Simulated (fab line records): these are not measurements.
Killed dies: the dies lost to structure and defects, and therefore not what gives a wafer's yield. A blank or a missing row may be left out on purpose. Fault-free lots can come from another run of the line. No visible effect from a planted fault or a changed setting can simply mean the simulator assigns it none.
Chamber matching + flow sky130 + 4 sister chambers for SKY_VIA2_ETCH_14 on rie-diel-02
The step etches BARC in N2/H2, stops on SiO2, time 45.9 s, target depth 60 nm. 7 wafers are shown with their chamber, then 7 later ones without.

WAFERS WITH THEIR CHAMBER
| wafer  | chamber | run-length-s (s) | throttle-valve-pct (%) |
|--------|---------|------------------|------------------------|
| L435.2 | 1       | 75.1             | 13.210                 |
| L435.5 | 1       | 74.7             | 13.239                 |
| L439.5 | 3       | 74.3             | 13.210                 |
| L440.2 | 0       | 74.6             | 13.216                 |
| L440.6 | 2       | 74.2             | 13.224                 |
| L443.1 | 2       | 74.3             | 13.218                 |
| L443.4 | 0       | 75.0             | 13.217                 |

WAFERS MISSING THEIR CHAMBER
| wafer  | run-length-s (s) | throttle-valve-pct (%) |
|--------|------------------|------------------------|
| L443.5 | 73.8             | 13.221                 |
| L444.4 | 74.1             | 13.230                 |
| L444.5 | 74.6             | 13.231                 |
| L444.6 | 74.6             | 13.217                 |
| L445.2 | 73.5             | 13.222                 |
| L446.2 | 74.2             | 13.220                 |
| L446.5 | 75.2             | 13.235                 |

WHICH CHAMBER EACH WENT THROUGH
| wafer  | from the rows above               | in truth |
|--------|-----------------------------------|----------|
| L443.5 | can't be placed: 2 or 3           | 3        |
| L444.4 | can't be placed: 2 or 3           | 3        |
| L444.5 | can't be placed: 1 or 0 or 2 or 3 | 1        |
| L444.6 | can't be placed: 0 or 3 or 1 or 2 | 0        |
| L445.2 | can't be placed: 2 or 3           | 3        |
| L446.2 | can't be placed: 2 or 3           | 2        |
| L446.5 | can't be placed: 1 or 0           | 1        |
Correctly placed: 0 of 7. From these rows, 7 cannot be placed; in 7 the true chamber is one of the candidates. 0 placed wrongly.
How it was worked out, from the rows above alone: a wafer's distance from a chamber is the root of the sum, over the readings, of the square of ((its reading less the chamber's mean) divided by the reading's scatter). If the next closest chamber is less than 2 further off than the closest, the wafer can't be placed; otherwise it belongs to the closest. Each chamber's mean is taken over the wafers shown for it. The scatter is the square root of a quotient: the sum, over the shown wafers, of each reading's squared deviation from its chamber's mean, divided by wafers minus chambers.
